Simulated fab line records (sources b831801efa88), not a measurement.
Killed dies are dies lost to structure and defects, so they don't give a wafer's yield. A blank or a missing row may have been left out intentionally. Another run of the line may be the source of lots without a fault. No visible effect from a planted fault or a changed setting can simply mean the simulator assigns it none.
Which tool is to blame?	flow gf180mcu	14 lots, 42 wafers sampled, at 4 steps of a route of 602

== WHAT THE GAUGES READ, wafer by wafer ==
GF_SAB_OVL_MEAS_10.
lot	measured	on	SAB_OVL (nm)
L831	day 15 15:37	overlay-01	0.0 -2.1 -1.4
L834	day 16 16:27	overlay-01	-0.3 1.2 0.4
L835	day 16 16:53	overlay-02	2.0 2.9 0.3
L838	day 18 00:09	overlay-02	0.0 -1.8 -0.1
L840	day 18 11:03	overlay-02	0.0 -0.7 -2.5
L841	day 18 11:46	overlay-02	0.8 0.5 0.8
L842	day 19 04:55	overlay-01	2.5 3.2 2.1
L843	day 19 15:05	overlay-01	1.4 0.7 1.0
L845	day 20 01:35	overlay-01	0.9 1.3 -1.4
L844	day 20 01:52	overlay-02	-1.0 -2.1 -0.9
L846	day 20 15:26	overlay-01	0.5 1.1 -0.3
L849	day 21 14:25	overlay-01	0.7 1.5 0.0
L852	day 22 11:39	overlay-02	-0.6 -0.4 0.2
L853	day 22 18:47	overlay-02	-1.4 1.5 -0.5

GF_CONTACT_OVL_MEAS_15.
lot	measured	on	CONTACT_OVL (nm)
L831	day 16 14:33	overlay-02	-5 -5 -2
L834	day 17 15:50	overlay-02	-11 -6 -5
L835	day 17 16:44	overlay-01	-7 -4 -10
L838	day 19 02:05	overlay-01	-6 -5 -9
L840	day 19 13:05	overlay-01	-4 -2 -5
L841	day 19 14:26	overlay-01	-5 -5 -4
L842	day 20 06:42	overlay-01	-5 -1 -1
L843	day 20 16:54	overlay-02	0 3 -3
L845	day 21 03:02	overlay-01	-4 -2 -8
L844	day 21 03:31	overlay-02	-16 -18 -12
L846	day 21 16:24	overlay-02	-1 -9 -14
L849	day 22 15:12	overlay-01	-1 3 3
L852	day 23 12:13	overlay-02	-4 -10 -4
L853	day 23 19:09	overlay-01	-19 -7 -13

== EACH LOT AND THE TOOL THAT RAN IT (in order: tool; ch and the chambers of the sampled wafers; start) ==
lot	GF_SALICIDE_RTA_08	GF_CONTACT_CMP_04
L831	rtp anneal-01 ch 0, day 15 16:25	cmp-01 ch 2,3, day 15 16:47
L834	rtp anneal-02 ch 0, day 16 17:15	cmp-01 ch 0,2,3, day 16 17:35
L835	rtp anneal-02 ch 0, day 16 17:41	cmp-02 ch 0,1,3, day 16 18:07
L838	rtp anneal-01 ch 0, day 18 00:58	cmp-02 ch 0,1,3, day 18 01:33
L840	rtp anneal-01 ch 0, day 18 11:53	cmp-02 ch 0,1,3, day 18 12:21
L841	rtp anneal-01 ch 0, day 18 12:36	cmp-02 ch 0,1,2, day 18 13:02
L842	rtp anneal-02 ch 0, day 19 05:46	cmp-01 ch 0,1,2, day 19 06:11
L843	rtp anneal-01 ch 0, day 19 15:55	cmp-01 ch 2,3, day 19 16:19
L845	rtp anneal-02 ch 0, day 20 02:32	cmp-02 ch 0,1,3, day 20 03:01
L844	rtp anneal-01 ch 0, day 20 02:49	cmp-02 ch 0,3, day 20 03:16
L846	rtp anneal-02 ch 0, day 20 16:14	cmp-01 ch 0,1, day 20 16:37
L849	rtp anneal-01 ch 0, day 21 15:13	cmp-01 ch 0,2,3, day 21 15:38
L852	rtp anneal-01 ch 0, day 22 12:28	cmp-02 ch 0,2,3, day 22 12:51
L853	rtp anneal-01 ch 0, day 22 19:49	cmp-01 ch 1,2,3, day 22 20:15
- GF_SALICIDE_RTA_08: time 30 s.
- GF_CONTACT_CMP_04: polishes SiO2.

== WHAT THE TOOLS THEMSELVES READ (means of the sampled wafers that have a number; where no wafer has one, the mark that the record gives instead) ==
GF_SALICIDE_RTA_08.
lot	tool	lamp power pct (%)	wafer_temp_C_max
L831	rtp anneal-01	17.2	804.9
L834	rtp anneal-02	20.6	803.9
L835	rtp anneal-02	20.6	803.5
L838	rtp anneal-01	17.2	804.3
L840	rtp anneal-01	17.2	805.3
L841	rtp anneal-01	17.2	803.8
L842	rtp anneal-02	20.6	803.8
L843	rtp anneal-01	17.2	804.2
L845	rtp anneal-02	20.6	804.0
L844	rtp anneal-01	17.2	804.4
L846	rtp anneal-02	20.6	803.0
L849	rtp anneal-01	17.2	804.8
L852	rtp anneal-01	17.2	804.3
L853	rtp anneal-01	17.2	804.2

GF_CONTACT_CMP_04.
lot	tool	motor current A (A)	time to endpoint s (s)
L831	cmp-01	11.8	118
L834	cmp-01	12.2	112
L835	cmp-02	12.2	121
L838	cmp-02	11.9	121
L840	cmp-02	11.8	117
L841	cmp-02	11.7	114
L842	cmp-01	11.6	108
L843	cmp-01	11.5	117
L845	cmp-02	11.8	87
L844	cmp-02	11.0	89
L846	cmp-01	11.9	109
L849	cmp-01	12.4	118
L852	cmp-02	12.0	116
L853	cmp-01	11.4	123

== THE ANSWER, worked out from the rows above alone ==
Rule: the lots themselves supply what counts as usual. Put in order of their means at a reading, lots are off if they are a third of the lots or fewer, leave a main group of 4 or more, and stand apart from it by a gap of 3 or more times the standard deviation of the main group's means; of several such gaps the widest counts. A main group whose means are all the same, to the digits that the tables above print for the reading, isn't used. Also off: a lot with no number at a reading for which 4 or more lots have one. Any other lot the step has rows for is counted as sound. The gauges are gone through in route order, then the tools' own readings, and for those a lot's mean is taken as printed above. At the first step where some lot is off, the reading lying furthest off is the one used; lots without a number count as furthest.
Off, at GF_CONTACT_CMP_04 on time to endpoint s: L845, L844. The main group: mean 116 s, standard deviation 4.5.
If a tool, at that step or one of the process steps before it, ran each lot that is off and ran no sound lot following the first of them, it fits. None of those tried fits.

== WHAT THE SIMULATOR HAD INSERTED ==
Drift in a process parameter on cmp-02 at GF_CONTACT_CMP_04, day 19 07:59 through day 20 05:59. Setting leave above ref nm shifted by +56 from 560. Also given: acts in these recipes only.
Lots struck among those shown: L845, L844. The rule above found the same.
